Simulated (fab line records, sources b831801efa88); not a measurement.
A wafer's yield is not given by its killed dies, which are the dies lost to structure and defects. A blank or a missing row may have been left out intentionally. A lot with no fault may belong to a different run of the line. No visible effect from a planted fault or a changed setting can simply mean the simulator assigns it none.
The same fault as seen by 2 desks || flow gf180mcu || numbers are kept per desk, each desk with only its own; the story behind them comes last

== AT THE METROLOGY DESK ==
What the gauges read, lot by lot, whatever tool the lot ran on: means of the sampled wafers that have a number. Any lot whose mean is over 4 standard deviations away from the usual mean is out of limits and marked OUT; that distance is given in the brackets.
Columns: A = cd-nm at GF_V1_CD_MEAS_14, usual 260.1 nm; B = V1_OVL at GF_V1_OVL_MEAS_15, usual 0 nm
{"lot": "L918", "first seen here": "day 20 03:02", "A": 259.2, "B": 3}
{"lot": "L922", "first seen here": "day 21 01:35", "A": 260.4, "B": 5}
{"lot": "L925", "first seen here": "day 22 09:40", "A": 260.3, "B": 0}
{"lot": "L933", "first seen here": "day 25 00:17", "A": 259.6, "B": -6}
{"lot": "L935", "first seen here": "day 25 13:22", "A": 260.0, "B": 3}
{"lot": "L937", "first seen here": "day 26 09:43", "A": 262.0, "B": -7}
This desk found nothing out of limits on any of the 6 lots.

== AT THE TOOL OWNER'S DESK: pvd-sputter-02 ==
The tool's own readings at GF_V1_SPUTTER_21 (material Ti, target thk 15 nm, time 80.02 s): means of the sampled wafers that have a number, for each lot that ran on this tool. Any lot whose mean is over 4 standard deviations away from the usual mean is out of limits and marked OUT; that distance is given in the brackets.
Columns: A = throttle-valve-pct at GF_V1_SPUTTER_21, usual 30.1 %
{"lot": "L922", "first seen here": "day 21 02:48", "A": 30.4}
{"lot": "L925", "first seen here": "day 22 10:31", "A": 30.4}
{"lot": "L933", "first seen here": "day 25 01:26", "A": 29.3}
{"lot": "L935", "first seen here": "day 25 14:11", "A": 30.3}
This desk found nothing out of limits on any of the 4 lots.

== TAKEN TOGETHER ==
Metrology desk: nothing out of limits seen.
Nothing out of limits was seen by the tool owner's desk.

== WHAT THE SIMULATOR HAD PUT IN ==
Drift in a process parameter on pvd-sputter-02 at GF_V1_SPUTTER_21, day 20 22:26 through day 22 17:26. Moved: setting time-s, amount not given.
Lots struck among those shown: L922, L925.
